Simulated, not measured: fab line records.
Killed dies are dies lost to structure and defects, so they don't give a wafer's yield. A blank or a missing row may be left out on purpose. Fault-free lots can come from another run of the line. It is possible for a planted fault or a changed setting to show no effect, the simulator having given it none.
fab line records	flow gf180mcu
record: lots: 11	wafers: 33	lastDay: 34
route steps=602 shown STI@4 DUAL_GATE@152 PSD@261 M1@330
lots that met no fault: from a run of the same line without faults
startH: hours from the record's opening day to when the first of the lot's shown wafers began	waitH: time in hours since the lot's previous step	" repeats the value in the row above	L1.1+2: a row that stands for several wafers	- no value present, or no start provided	* or withheld: withheld	< > ~ a bound
route shown NAME@n: a module of which the file shows steps, and the number in the route of the first	usual: mean and standard deviation over wafers with no fault	same: alike in all rows	chamber/n: place in a boat	sites: each site's reading	_std_site: standard deviation across them	_edge_site: the outer-site mean with the inner-site mean subtracted	radiusMm: how far each site lies from the wafer's centre	mask NAME#n: copy n	behind: the last tool/chamber to shape the wafer	hold: cause of the lot's hold/its duration in hours/its outcome	device: the transistor (n, p or np) that didn't switch	end of line: tests of these same wafers at the route's end	where a step has no rows: the recipe by itself	killed: count of dies lost to structure and defects at first sort (not the wafer's yield)	map: a wafer's dies, marking killed ones x, the rest . and places with no die _
set.NAME: the setting that was run; set.NAME@STEP: the one run at that earlier step	model.NAME: the simulator's own value behind a step, which no gauge read
one table for each step of the route and one row for each wafer, over a sample of lots
services: when a tool's chamber went out of use (startH, in hours from the record's first day, below 0 if earlier), for how many hours, and the reason
== steps ==
step: GF_STI_CVD_03
recipe: material: Si3N4	precursor: DCS/NH3	targetThkNm: 207.16	tempC: 770	timeS: 3551	pressureMtorr: 250
usual: spikeTcBottomC: 789.3/2.7	spikeTcCentreC: 769.5/1.2	spikeTcLowerC: 770.6/1.4	spikeTcTopC: 783.2/2	spikeTcUpperC: 768.8/1.1	susceptorTempC: 770.0/0.38	zonePowerUpperPct: 13.3/1.4
lot.wafer	tool	chamber	startH	waitH	spikeTcBottomC	spikeTcCentreC	spikeTcLowerC	spikeTcTopC	spikeTcUpperC	susceptorTempC	zonePowerUpperPct
L731.1	lpcvd-01	1	11.57	0.1	792.5	768.6	771.2	783.3	766.6	769.9	12.0
L731.4	"	1	"	"	792.1	769.2	770.1	784.4	765.8	769.4	11.9
L731.5	"	1	"	"	792.5	768.5	771.0	783.9	769.2	769.7	12.1
L733.2	lpcvd-02	0	21.57	0.0	790.9	768.5	769.7	780.5	768.1	770.5	15.2
L733.3	"	0	"	"	792.2	768.3	772.7	780.0	769.3	770.3	15.3
L733.6	"	0	"	"	792.5	768.5	769.6	779.0	767.9	770.4	15.3
L734.1	lpcvd-01	0	27.63	0.1	790.5	770.4	769.5	784.1	768.3	769.8	13.5
L734.2	"	0	"	"	789.5	768.6	768.9	784.1	769.2	769.9	13.7
L734.3	"	0	"	"	789.7	769.0	767.6	785.0	769.9	770.1	13.6
L735.1	lpcvd-02	1	33.15	0.1	785.6	770.4	771.6	786.7	768.6	769.1	12.0
L735.3	"	1	"	"	785.1	769.4	773.1	786.4	767.7	769.7	12.0
L735.5	"	1	"	"	784.3	770.4	771.6	784.9	769.1	769.7	11.9
L741.1	lpcvd-01	0	61.57	0.1	799.1	775.5	776.3	791.3	774.7	777.8	13.7
L741.3	"	0	"	"	796.5	779.1	777.6	792.1	775.8	777.5	13.6
L741.4	"	0	"	"	797.6	776.1	777.7	792.0	776.0	777.9	13.6
L746.1	lpcvd-01	0	87.16	0.1	797.2	777.0	777.4	789.9	776.6	777.8	13.6
L746.2	"	0	"	"	797.6	775.9	776.5	791.6	776.5	778.1	13.7
L746.6	"	0	"	"	798.1	777.5	778.4	790.4	775.8	778.2	13.8
L749.1	lpcvd-02	0	101.92	0.1	789.8	768.8	773.0	780.1	768.0	769.7	15.5
L749.2	"	0	"	"	791.1	768.5	771.5	780.4	769.1	769.7	15.3
L749.6	"	0	"	"	790.4	768.3	771.9	779.9	770.8	769.6	15.3
L750.1	lpcvd-02	1	107.00	0.1	787.1	769.9	769.9	784.9	768.1	770.1	11.8
L750.3	"	1	"	"	786.8	771.7	773.0	786.2	770.7	770.4	11.9
L750.4	"	1	"	"	786.4	771.0	770.9	787.3	768.9	770.6	11.9
L751.1	lpcvd-02	0	112.42	0.1	790.0	767.8	770.3	781.9	768.9	769.3	15.2
L751.4	"	0	"	"	793.4	769.4	772.4	782.5	768.5	770.5	15.4
L751.5	"	0	"	"	792.0	769.0	769.9	782.0	769.5	769.8	15.1
L752.2	lpcvd-02	0	116.57	0.0	789.5	769.8	771.6	780.4	769.0	769.8	15.3
L752.5	"	0	"	"	791.0	768.3	771.1	780.5	769.8	769.2	15.2
L752.6	"	0	"	"	791.6	769.1	771.8	780.8	769.9	769.9	15.2
L754.2	lpcvd-02	0	127.05	0.0	791.1	769.1	770.8	780.7	767.6	770.5	15.0
L754.3	"	0	"	"	792.5	769.2	772.0	780.5	767.9	770.2	15.4
L754.4	"	0	"	"	792.4	769.9	773.2	779.7	767.1	770.5	15.4
step: GF_STI_THK_MEAS_04
recipe: reads: Si3N4_of_STI_CVD_03
usual: STI_CVD_03_THK: 206.9/2.1
lot.wafer	tool	chamber	startH	waitH	STI_CVD_03_THK[nm]
L731.1	filmMetro-02	-	13.56	0.0	205.8
L731.4	"	-	"	"	205.4
L731.5	"	-	"	"	204.8
L733.2	filmMetro-04	-	23.57	0.0	203.9
L733.3	"	-	"	"	204.7
L733.6	"	-	"	"	205.6
L734.1	filmMetro-04	-	29.62	0.0	208.3
L734.2	"	-	"	"	206.6
L734.3	"	-	"	"	208.8
L735.1	filmMetro-03	-	35.14	0.0	204.6
L735.3	"	-	"	"	204.8
L735.5	"	-	"	"	204.4
L741.1	filmMetro-02	-	63.56	0.0	237.8
L741.3	"	-	"	"	240.3
L741.4	"	-	"	"	238.2
L746.1	filmMetro-02	-	89.14	0.0	238.9
L746.2	"	-	"	"	239.4
L746.6	"	-	"	"	238.9
L749.1	filmMetro-02	-	103.91	0.0	205.7
L749.2	"	-	"	"	206.4
L749.6	"	-	"	"	204.6
L750.1	filmMetro-02	-	108.98	0.0	206.6
L750.3	"	-	"	"	206.5
L750.4	"	-	"	"	205.6
L751.1	filmMetro-03	-	114.40	0.0	205.1
L751.4	"	-	"	"	205.1
L751.5	"	-	"	"	205.8
L752.2	filmMetro-03	-	118.57	0.0	206.0
L752.5	"	-	"	"	209.5
L752.6	"	-	"	"	208.3
L754.2	filmMetro-02	-	129.05	0.0	209.0
L754.3	"	-	"	"	209.6
L754.4	"	-	"	"	208.2
step: GF_STI_ETCH_13
recipe: chemistry: CHF3/O2	stopOn: Si	overEtchFrac: 0.3	targetDepthA: 2823.1	sourceW: 600	biasW: 200	pressureMtorr: 40	chf3FlowSccm: 50	O2_flow_sccm: 5	timeS: 112.9
usual: chf3FlowSccm: 50.01/0.13	drypumpMotorCurrentA: 5.6/0.47	oesProductAu: 0.833/0.0071	rfFwdPowerW: 596.8/2	throttleValvePct: 8.809/0.0083
lot.wafer	tool	chamber	startH	waitH	chf3FlowSccm	drypumpMotorCurrentA	oesProductAu	rfFwdPowerW	rfHoursCounterH	throttleValvePct
L731.1	rieDiel-03	0	25.33	0.1	50.12	5.7	0.828	593.4	168	8.799
L731.4	"	1	"	"	49.86	5.8	0.823	596.2	149	8.813
L731.5	"	2	"	"	50.46	5.4	0.834	596.3	-	8.801
L733.2	rieDiel-02	1	35.18	0.1	49.93	5.2	0.831	597.4	148	8.811
L733.3	"	2	"	"	49.92	5.8	0.828	598.7	14	8.820
L733.6	"	1	"	"	49.81	5.2	0.824	597.1	-	8.809
L734.1	rieDiel-02	2	41.52	0.1	49.86	5.8	0.843	594.3	14	8.809
L734.2	"	0	"	"	50.02	6.5	0.839	596.9	86	8.813
L734.3	"	1	"	"	49.89	5.2	0.833	595.3	148	8.807
L735.1	rieDiel-01	2	47.64	0.1	50.01	6.3	0.824	594.4	41	8.797
L735.3	"	3	"	"	50.14	5.7	0.826	595.5	94	8.806
L735.5	"	0	"	"	50.09	5.7	0.819	596.3	-	8.807
L741.1	rieDiel-02	0	77.37	0.1	49.97	6.5	0.904	598.1	87	8.834
L741.3	"	2	"	"	49.90	5.9	0.899	597.3	15	8.833
L741.4	"	1	"	"	49.73	5.2	0.894	596.2	-	8.826
L746.1	rieDiel-03	3	103.79	0.1	49.87	4.8	0.907	594.0	66	8.828
L746.2	"	2	"	"	49.94	5.3	0.906	595.6	140	8.826
L746.6	"	1	"	"	50.16	5.8	0.909	601.3	-	8.826
L749.1	rieDiel-01	0	117.72	0.1	50.10	5.7	0.829	595.0	84	8.815
L749.2	"	2	"	"	50.09	6.2	0.830	597.7	43	8.807
L749.6	"	1	"	"	50.03	5.7	0.832	597.7	-	8.803
L750.1	rieDiel-01	1	123.84	0.1	49.97	5.7	0.838	598.1	104	8.796
L750.3	"	0	"	"	50.11	5.7	0.834	599.7	84	8.810
L750.4	"	2	"	"	50.02	6.3	0.836	597.7	43	8.806
L751.1	rieDiel-01	0	129.64	0.1	49.78	5.7	0.825	598.5	84	8.801
L751.4	"	1	"	"	50.04	5.7	0.823	597.2	105	8.802
L751.5	"	3	"	"	50.05	5.7	0.827	594.4	-	8.819
L752.2	rieDiel-02	1	133.78	0.1	50.04	5.2	0.827	599.1	150	8.808
L752.5	"	2	"	"	49.83	5.8	0.837	595.0	-	8.808
L752.6	"	3	"	"	50.08	5.1	0.842	594.6	-	8.812
L754.2	rieDiel-02	1	144.46	0.1	50.15	5.2	0.831	593.1	150	8.803
L754.3	"	0	"	"	50.06	6.6	0.846	595.6	89	8.824
L754.4	"	3	"	"	49.99	5.2	0.838	597.3	95	8.795
step: GF_DUAL_GATE_OVL_MEAS_11
usual: DUAL_GATE_OVL: -0.4/1.5
lot.wafer	tool	chamber	startH	waitH	DUAL_GATE_OVL[nm]
L731.1	overlay-02	-	178.37	0.1	-1.4
L731.4	"	-	"	"	-0.9
L731.5	"	-	"	"	0.4
L733.2	overlay-01	-	190.48	0.1	-0.7
L733.3	"	-	"	"	-0.6
L733.6	"	-	"	"	-2.7
L734.1	overlay-01	-	200.42	0.1	1.2
L734.2	"	-	"	"	0.9
L734.3	"	-	"	"	0.7
L735.1	overlay-01	-	207.35	0.1	-0.3
L735.3	"	-	"	"	-1.6
L735.5	"	-	"	"	-1.1
L741.1	overlay-01	-	250.50	0.1	-2.2
L741.3	"	-	"	"	-0.4
L741.4	"	-	"	"	-0.1
L746.1	overlay-01	-	280.02	0.1	1.5
L746.2	"	-	"	"	0.1
L746.6	"	-	"	"	1.7
L749.1	overlay-01	-	299.47	0.1	-0.1
L749.2	"	-	"	"	1.3
L749.6	"	-	"	"	0.4
L750.1	overlay-02	-	308.15	0.1	-2.5
L750.3	"	-	"	"	0.7
L750.4	"	-	"	"	-2.9
L751.1	overlay-02	-	319.40	0.1	0.9
L751.4	"	-	"	"	1.3
L751.5	"	-	"	"	3.0
L752.2	overlay-02	-	324.67	0.1	-0.4
L752.5	"	-	"	"	-3.1
L752.6	"	-	"	"	-1.9
L754.2	overlay-02	-	337.03	0.1	-0.5
L754.3	"	-	"	"	-0.1
L754.4	"	-	"	"	-1.1
step: GF_PSD_RTA_13
recipe: tempC: 1025	timeS: 20	ambient: N2
usual: annealTempCMax: 1029.0/0.7	lampPowerPct: 33.5/2.4	wafer_temp_C_max: 1030.0/1.4
lot.wafer	tool	chamber	startH	waitH	annealTempCMax	lampPowerPct	wafer_temp_C_max
L731.1	rtpAnneal-02	0	318.52	0.0	1028.3	35.4	1028.3
L731.4	"	0	"	"	1028.8	35.4	1030.0
L731.5	"	0	"	"	1029.9	35.4	1031.6
L733.2	rtpAnneal-01	0	334.80	0.0	1028.2	30.4	1030.2
L733.3	"	0	"	"	1028.2	30.4	1030.0
L733.6	"	0	"	"	1029.0	30.3	1031.9
L734.1	rtpAnneal-02	0	346.79	0.0	1027.8	35.4	1029.3
L734.2	"	0	"	"	1028.8	35.4	1028.7
L734.3	"	0	"	"	1029.3	35.4	1030.5
L735.1	rtpAnneal-02	0	353.59	0.0	1028.3	35.4	1030.3
L735.3	"	0	"	"	1028.7	35.4	1029.3
L735.5	"	0	"	"	1029.1	35.4	1027.8
L741.1	rtpAnneal-02	0	411.37	0.0	1028.8	35.4	1028.9
L741.3	"	0	"	"	1029.4	35.4	1030.2
L741.4	"	0	"	"	1027.7	35.4	1031.3
L746.1	rtpAnneal-02	0	450.34	0.0	1028.4	35.4	1029.9
L746.2	"	0	"	"	1028.2	35.3	1029.7
L746.6	"	0	"	"	1029.6	35.4	1029.0
L749.1	rtpAnneal-01	0	468.94	0.0	1029.6	30.4	1029.8
L749.2	"	0	"	"	1029.6	30.4	1030.6
L749.6	"	0	"	"	1029.2	30.4	1033.4
L750.1	rtpAnneal-01	0	480.19	0.0	1029.1	30.4	1031.0
L750.3	"	0	"	"	1031.6	30.4	1030.1
L750.4	"	0	"	"	1029.1	30.3	1028.4
L751.1	rtpAnneal-02	0	491.33	0.0	1029.2	35.5	1029.6
L751.4	"	0	"	"	1028.6	35.5	1029.1
L751.5	"	0	"	"	1029.4	35.3	1029.8
L752.2	rtpAnneal-02	0	495.88	0.0	1028.4	35.4	1030.9
L752.5	"	0	"	"	1029.4	35.3	1029.5
L752.6	"	0	"	"	1028.4	35.4	1030.0
L754.2	rtpAnneal-02	0	509.80	0.0	1028.7	35.5	1028.7
L754.3	"	0	"	"	1029.0	35.4	1031.1
L754.4	"	0	"	"	1027.9	35.4	1029.4
step: GF_M1_OVL_MEAS_15
usual: M1_OVL: -1/5.1
lot.wafer	tool	chamber	startH	waitH	M1_OVL[nm]
L731.1	overlay-01	-	387.82	0.1	-2
L731.4	"	-	"	"	6
L731.5	"	-	"	"	1
L733.2	overlay-01	-	405.09	0.1	10
L733.3	"	-	"	"	5
L733.6	"	-	"	"	10
L734.1	overlay-01	-	418.39	0.1	6
L734.2	"	-	"	"	6
L734.3	"	-	"	"	9
L735.1	overlay-01	-	425.24	0.1	3
L735.3	"	-	"	"	-7
L735.5	"	-	"	"	-4
L741.1	overlay-01	-	487.72	0.1	-7
L741.3	"	-	"	"	-5
L741.4	"	-	"	"	-2
L746.1	overlay-01	-	524.69	0.1	6
L746.2	"	-	"	"	0
L746.6	"	-	"	"	-5
L749.1	overlay-02	-	542.66	0.1	2
L749.2	"	-	"	"	-1
L749.6	"	-	"	"	-3
L750.1	overlay-01	-	553.58	0.1	-1
L750.3	"	-	"	"	-5
L750.4	"	-	"	"	1
L751.1	overlay-01	-	562.81	0.1	-1
L751.4	"	-	"	"	-4
L751.5	"	-	"	"	-1
L752.2	overlay-01	-	567.39	0.1	2
L752.5	"	-	"	"	3
L752.6	"	-	"	"	-4
L754.2	overlay-01	-	581.64	0.1	-6
L754.3	"	-	"	"	1
L754.4	"	-	"	"	0
== services ==
tool	chamber	startH	hours	kind
rtpAnneal-02	-	-8.81	3.1	repair
rtpAnneal-02	-	26.24	2.8	pm
rieDiel-02	1	58.99	1.6	repair
rieDiel-02	2	68.69	6.7	repair
rieDiel-02	3	69.95	8.8	repair
lpcvd-01	-	140.31	0.3	repair
rieDiel-01	3	178.41	21.8	repair
lpcvd-02	-	186.82	1.2	repair
lpcvd-02	-	188.14	0.7	repair
rieDiel-02	1	238.62	132.0	repair
rieDiel-02	0	242.99	9.0	repair
lpcvd-02	-	257.81	0.9	repair
rieDiel-01	2	263.68	9.8	repair
rieDiel-01	2	312.46	3.3	repair
lpcvd-01	-	315.61	1.9	repair
rieDiel-01	3	321.27	3.9	repair
rieDiel-01	-	326.33	0.4	repair
lpcvd-02	-	357.82	6.1	pm
rieDiel-01	2	375.39	9.0	repair
rieDiel-02	-	430.80	0.2	repair
rieDiel-02	2	432.52	5.2	repair
rieDiel-01	3	471.98	7.8	repair
rieDiel-01	-	506.97	2.8	pm
rieDiel-02	0	509.08	20.2	repair
== key ==
firstSign: step: GF_STI_CVD_03	reading: susceptorTempC	direction: up	sigmas: 21	usual: *	struck: *
effect: step: GF_STI_CVD_03	reading: spikeTcUpperC	direction: up	sigmas: 6.4	usual: 768.8	struck: 775.9
effect: step: GF_STI_THK_MEAS_04	reading: STI_CVD_03_THK	direction: up	sigmas: 16	usual: 206.9	struck: 238.9
effect: step: GF_STI_ETCH_13	reading: oesProductAu	direction: up	sigmas: 10	usual: 0.833	struck: 0.903
metAt GF_STI_CVD_03
struckLots L741,L746
struckWafers L741.1,L741.3,L741.4,L746.1,L746.2,L746.6
testerLeftOut L741,L746
notActingAt GF_DUAL_GATE_OVL_MEAS_11,GF_PSD_RTA_13,GF_M1_OVL_MEAS_15
onsetBetween 27.63 61.57
fault: kind: processParameterDrift	tool: lpcvd-01	chamber: 0	onsetH: 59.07	steps: GF_STI_CVD_03	channel: tempC	offset: *	shape: step	endH: 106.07	actsIn: *	stated: *
testerLeftOut: of these lots the tester's yield and bins aren't shown, on N5 and GAA mostly nor the transistor test; their killed dies are dies lost to structure and defects alone, not to doping, threshold or leakage, so they don't give the yield
